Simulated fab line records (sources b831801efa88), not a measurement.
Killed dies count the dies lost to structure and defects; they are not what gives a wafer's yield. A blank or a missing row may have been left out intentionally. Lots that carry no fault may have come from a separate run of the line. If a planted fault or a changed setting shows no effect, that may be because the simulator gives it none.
2 desks, one fault + flow sky130 + each desk has only its own numbers; what lay behind them comes last

FOR THE TOOL OWNER'S DESK: hdpcvd-02
The tool's own readings at SKY_VIA2_HDPCVD_00 (deposits SiO2, target thk 1180 nm, time 196.7 s): means of the sampled wafers that have a number, for each lot that ran on this tool. If a lot's mean is further than 4 standard deviations from the usual mean, the lot is out of limits and carries the mark OUT (the distance appears in the brackets).
Columns: A = run_length_s at SKY_VIA2_HDPCVD_00, usual 224.8 s
| lot  | first seen here | A               |
|------|-----------------|-----------------|
| L971 | day 35 05:29    | 225.1           |
| L973 | day 35 19:58    | 224.9           |
| L974 | day 36 04:54    | 225.1           |
| L976 | day 37 21:05    | 215.2 (-15) OUT |
| L981 | day 38 19:56    | 217.9 (-10) OUT |
| L990 | day 41 14:17    | 225.2           |
| L991 | day 41 17:32    | 225.1           |
| L993 | day 41 21:49    | 225.4           |
This desk finds L976, L981 out of limits, L976 being first, at day 37 21:05 (run_length_s at SKY_VIA2_HDPCVD_00). Within limits: L971, L973, L974, L990, L991, L993.

FROM THE METROLOGY DESK
Means of the sampled wafers that have a number, per lot and without regard to the tool the lot ran on: this is what the gauges read. If a lot's mean is further than 4 standard deviations from the usual mean, the lot is out of limits and carries the mark OUT (the distance appears in the brackets).
Columns: A = VIA1_W_THK at SKY_VIA1_THK_MEAS_23, usual 274 nm; B = METAL2_ALCU_THK at SKY_METAL2_THK_MEAS_06, usual 255.0 nm; C = VIA2_HDPCVD_THK at SKY_VIA2_THK_MEAS_01, usual 1177 nm
| lot  | first seen here | A   | B     | C               |
|------|-----------------|-----|-------|-----------------|
| L971 | day 34 01:45    | 274 | 255.5 | 1195            |
| L973 | day 34 15:34    | 272 | 258.6 | 1180            |
| L974 | day 35 01:12    | 270 | 258.2 | 1169            |
| L976 | day 36 19:07    | 278 | 252.6 | 1121 (-4.7) OUT |
| L981 | day 37 16:25    | 270 | 256.6 | 1116 (-5.0) OUT |
| L983 | day 38 02:40    | 280 | 258.4 | 1184            |
| L986 | day 39 01:28    | 276 | 252.1 | 1181            |
| L988 | day 39 21:18    | 275 | 252.9 | 1197            |
| L990 | day 40 12:50    | 270 | 255.9 | 1167            |
| L991 | day 40 16:05    | 273 | 255.9 | 1171            |
| L992 | day 40 17:13    | 271 | 252.7 | 1188            |
| L993 | day 40 19:49    | 271 | 255.9 | 1193            |
Per this desk, out of limits: L976, L981; the first was L976, day 37 21:14 (VIA2_HDPCVD_THK at SKY_VIA2_THK_MEAS_01). Within limits: L971, L973, L974, L983, L986, L988, L990, L991, L992, L993.

PUT TOGETHER
The tool owner's desk could have raised an alarm at day 37 21:05, on L976, L981.
On L976, L981, the metrology desk was in a position to raise an alarm at day 37 21:14.
On hdpcvd-02, each named lot ran SKY_VIA2_HDPCVD_00.

WHAT THE SIMULATOR PUT IN
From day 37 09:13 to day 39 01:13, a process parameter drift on hdpcvd-02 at SKY_VIA2_HDPCVD_00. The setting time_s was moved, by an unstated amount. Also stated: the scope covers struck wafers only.
Shown lots that were struck: L976, L981.
Counting hours from when the fault started, the first reading out of limits came at 12 for the tool owner's desk and at 12 for the metrology desk.
